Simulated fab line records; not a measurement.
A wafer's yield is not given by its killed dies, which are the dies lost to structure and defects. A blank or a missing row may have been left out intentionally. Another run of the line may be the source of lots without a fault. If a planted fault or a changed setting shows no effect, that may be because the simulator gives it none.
Which tool was responsible? | flow sky130 | 36 wafers from 12 lots sampled at 4 of the route's 708 steps

== WHAT THE GAUGES SHOWED, per wafer ==
SKY_POLY_CUT_OVL_MEAS_09.
lot  | measured     | on         | POLY_CUT_OVL (nm)
L075 | day 25 00:34 | overlay-01 | -4 -6 -10
L077 | day 26 01:46 | overlay-02 | -5 3 -7
L079 | day 26 15:39 | overlay-02 | -1 -6 5
L081 | day 27 02:59 | overlay-01 | 9 10 14
L083 | day 28 02:11 | overlay-02 | 5 10 5
L085 | day 28 12:45 | overlay-02 | 15 7 5
L087 | day 28 16:32 | overlay-02 | 4 3 -3
L089 | day 29 06:50 | overlay-01 | -2 -5 -1
L091 | day 29 19:35 | overlay-01 | 3 5 6
L093 | day 30 13:18 | overlay-01 | 1 3 -4
L095 | day 31 11:47 | overlay-02 | 1 7 3
L097 | day 31 19:30 | overlay-01 | -5 1 -4

== WHICH TOOL RAN EACH LOT (tool, then ch and the chambers of the sampled wafers, then the start) ==
lot  | SKY_SONOS_ONO_STRIP_17               | SKY_GATE_OXIDE_STRIP_13              | SKY_POLY_GATE_ETCH_17
L075 | plasma asher-03 ch 0,1, day 13 00:23 | plasma asher-04 ch 0,1, day 14 06:35 | rie si-01 ch 1,2,3, day 17 01:22
L077 | plasma asher-03 ch 0,1, day 14 03:31 | plasma asher-02 ch 0,1, day 15 12:19 | rie si-02 ch 0,2,3, day 18 04:54
L079 | plasma asher-04 ch 0,1, day 14 15:29 | plasma asher-02 ch 0,1, day 16 01:37 | rie si-02 ch 1,2, day 18 21:05
L081 | plasma asher-04 ch 0,1, day 15 00:34 | plasma asher-01 ch 0,1, day 16 12:31 | rie si-01 ch 0,1,3, day 19 07:52
L083 | plasma asher-04 ch 0,1, day 16 03:44 | plasma asher-04 ch 0,1, day 17 12:39 | rie si-01 ch 0,2, day 20 07:58
L085 | plasma asher-03 ch 0,1, day 16 13:10 | plasma asher-01 ch 0,1, day 17 21:07 | rie si-01 ch 0,1,2, day 20 19:49
L087 | plasma asher-04 ch 0,1, day 16 20:59 | plasma asher-02 ch 0,1, day 18 06:08 | rie si-01 ch 0,1,2, day 21 01:07
L089 | plasma asher-02 ch 0,1, day 17 13:31 | plasma asher-01 ch 0,1, day 18 21:59 | rie si-01 ch 0,2, day 21 16:52
L091 | plasma asher-02 ch 1, day 18 02:51   | plasma asher-02 ch 0,1, day 19 13:05 | rie si-01 ch 1,3, day 22 07:30
L093 | plasma asher-03 ch 0,1, day 18 20:53 | plasma asher-02 ch 0,1, day 20 05:52 | rie si-01 ch 1,2, day 23 00:10
L095 | plasma asher-02 ch 0,1, day 19 18:23 | plasma asher-04 ch 0,1, day 21 03:01 | rie si-01 ch 0,3, day 23 22:49
L097 | plasma asher-02 ch 0,1, day 20 01:10 | plasma asher-04 ch 0,1, day 21 10:34 | rie si-01 ch 1,2,3, day 24 06:58
- SKY_SONOS_ONO_STRIP_17: strips in O2/N2.
- SKY_GATE_OXIDE_STRIP_13: strips in O2/N2.
- SKY_POLY_GATE_ETCH_17: etches poly-Si in HBr/Cl2, stops on SiO2, target depth 180 nm, time 70.5 s.

== THE ANSWER, worked out from the rows above alone ==
Rule: the usual values come from the lots themselves. Put in order of their means at a reading, lots are off if they are a third of the lots or fewer, leave a main group of 4 or more, and stand apart from it by a gap of 3 or more times the standard deviation of the main group's means; of several such gaps the widest counts. A main group is skipped when, at the precision printed for the reading in the tables above, its means are all equal. Also off: a lot with no number at a reading for which 4 or more lots have one. The other lots that the step has rows for count as sound.
No lot is off at any reading shown: from this, nothing can be told.

== WHAT WAS PUT IN BY THE SIMULATOR ==
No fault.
